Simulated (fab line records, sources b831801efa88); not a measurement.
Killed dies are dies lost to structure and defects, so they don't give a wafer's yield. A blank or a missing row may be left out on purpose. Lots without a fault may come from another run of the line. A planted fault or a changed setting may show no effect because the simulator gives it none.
Chamber matching | flow gf180mcu | GF_V2_CMP_26 on cmp-02: 4 sister chambers
The step polishes, stops on SiO2, t overpolish 15 s, target thk 0 nm. 18 wafers are shown with their chamber, then 9 later ones without.

WAFERS WITH THEIR CHAMBER
wafer  | chamber | motor_current_A (A) | time_to_endpoint_s (s) | slurry_filter_dp_kPa (kPa)
L462.1 | 2       | 9.4                 | 84                     | 13.53
L462.3 | 1       | 11.8                | 88                     | 13.50
L462.5 | 3       | 10.2                | 83                     | 13.76
L464.3 | 0       | 11.6                | 80                     | 13.70
L464.4 | 2       | 9.8                 | 77                     | 13.65
L464.6 | 0       | 10.8                | 81                     | 13.47
L465.2 | 3       | 9.6                 | 84                     | 13.40
L465.5 | 3       | 10.0                | 83                     | 13.35
L465.6 | 0       | 10.8                | 83                     | 13.50
L466.1 | 2       | 9.1                 | 82                     | 13.50
L466.3 | 1       | 12.0                | 85                     | 13.50
L466.5 | 0       | 11.7                | 86                     | 13.42
L467.1 | 1       | 11.7                | 86                     | 13.57
L467.5 | 1       | 11.8                | 87                     | 13.31
L467.6 | 2       | 9.7                 | 87                     | 13.73
L469.1 | 0       | 11.6                | 86                     | 13.47
L469.2 | 3       | 9.4                 | 85                     | 13.36
L469.5 | 1       | 11.9                | 82                     | 13.57

SIGNATURES (means of the wafers above)
reading              | chamber 0 | chamber 1 | chamber 2 | chamber 3 | scatter within a chamber
motor_current_A      | 11.300    | 11.840    | 9.500     | 9.800     | 0.337
time_to_endpoint_s   | 83.20     | 85.60     | 82.50     | 83.75     | 2.77
slurry_filter_dp_kPa | 13.5120   | 13.4900   | 13.6025   | 13.4675   | 0.132
Rule: a wafer's distance from a chamber is the root of the sum, over the readings, of the square of ((its reading less the chamber's mean) divided by the reading's scatter). The wafer belongs to the nearest chamber; if the next one is less than 2 further off, it can't be placed. The scatter: the root of (the sum of the squares of (reading less its chamber's mean) over the shown wafers, divided by (wafers less chambers)).

WAFERS WITHOUT THEIR CHAMBER
wafer  | motor_current_A (A) | time_to_endpoint_s (s) | slurry_filter_dp_kPa (kPa)
L478.2 | 11.2                | 83                     | 13.45
L478.4 | 11.8                | 83                     | 13.72
L478.6 | 11.8                | 85                     | 13.51
L480.1 | 9.5                 | 85                     | 13.59
L480.4 | 10.2                | 89                     | 13.35
L480.6 | 10.7                | 89                     | 13.42
L481.3 | 11.9                | 87                     | 13.36
L481.4 | 9.3                 | 83                     | 13.47
L481.6 | 9.3                 | 89                     | 13.38

WHICH CHAMBER EACH WENT THROUGH
wafer  | from the rows above               | in truth
L478.2 | can't be placed: 0 or 1           | 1
L478.4 | can't be placed: 1 or 0           | 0
L478.6 | can't be placed: 1 or 0           | 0
L480.1 | can't be placed: 2 or 3           | 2
L480.4 | can't be placed: 3 or 2 or 0      | 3
L480.6 | can't be placed: 0 or 3 or 1 or 2 | 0
L481.3 | can't be placed: 1 or 0           | 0
L481.4 | can't be placed: 2 or 3           | 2
L481.6 | can't be placed: 3 or 2           | 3
Placed correctly: 0 of 9. Can't be placed from these rows: 9 (the true chamber is among the candidates in 9). Placed wrongly: 0.
